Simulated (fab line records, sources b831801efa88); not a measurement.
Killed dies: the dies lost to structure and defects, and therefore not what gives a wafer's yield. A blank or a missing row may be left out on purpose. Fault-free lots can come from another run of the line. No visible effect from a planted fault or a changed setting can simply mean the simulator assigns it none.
Which tool did it? / flow sky130 / 18 wafers from 6 lots sampled at 2 of the route's 708 steps

WHAT EACH GAUGE READ, for each wafer
SKY_NWELL_TW_MEAS_26.
lot=L397; measured=day 6 16:09; on=filmMetro-04; NWELL_2_TW=493 494 491
lot=L400; measured=day 7 09:28; on=filmMetro-04; NWELL_2_TW=485 489 487
lot=L403; measured=day 8 06:29; on=filmMetro-02; NWELL_2_TW=500 499 498
lot=L405; measured=day 8 15:24; on=filmMetro-02; NWELL_2_TW=496 497 491
lot=L409; measured=day 9 18:34; on=filmMetro-03; NWELL_2_TW=491 495 495
lot=L411; measured=day 10 07:10; on=filmMetro-02; NWELL_2_TW=492 490 494

EACH LOT AND THE TOOL THAT RAN IT (in order: tool; ch and the chambers of the sampled wafers; start)
lot=L397; SKY_NWELL_IMPLANT_11=implanter-03 ch 0, day 5 21:24
lot=L400; SKY_NWELL_IMPLANT_11=implanter-03 ch 0, day 6 13:36
lot=L403; SKY_NWELL_IMPLANT_11=implanter-03 ch 0, day 7 09:22
lot=L405; SKY_NWELL_IMPLANT_11=implanter-01 ch 0, day 7 18:29
lot=L409; SKY_NWELL_IMPLANT_11=implanter-04 ch 0, day 8 20:25
lot=L411; SKY_NWELL_IMPLANT_11=implanter-04 ch 0, day 9 08:49
- SKY_NWELL_IMPLANT_11

THE ANSWER, worked out from the rows above alone
Rule: usual is defined by the lots themselves. Put in order of their means at a reading, lots are off if they are a third of the lots or fewer, leave a main group of 4 or more, and stand apart from it by a gap of 3 or more times the standard deviation of the main group's means; of several such gaps the widest counts. A main group is skipped when, at the precision printed for the reading in the tables above, its means are all equal. A lot without any number at a reading at which 4 lots or more have one is off too. Where the step has rows for the other lots, those lots are counted as sound.
No lot is off on any of the readings shown, so nothing can be concluded from this.

WHAT THE SIMULATOR HAD INSERTED
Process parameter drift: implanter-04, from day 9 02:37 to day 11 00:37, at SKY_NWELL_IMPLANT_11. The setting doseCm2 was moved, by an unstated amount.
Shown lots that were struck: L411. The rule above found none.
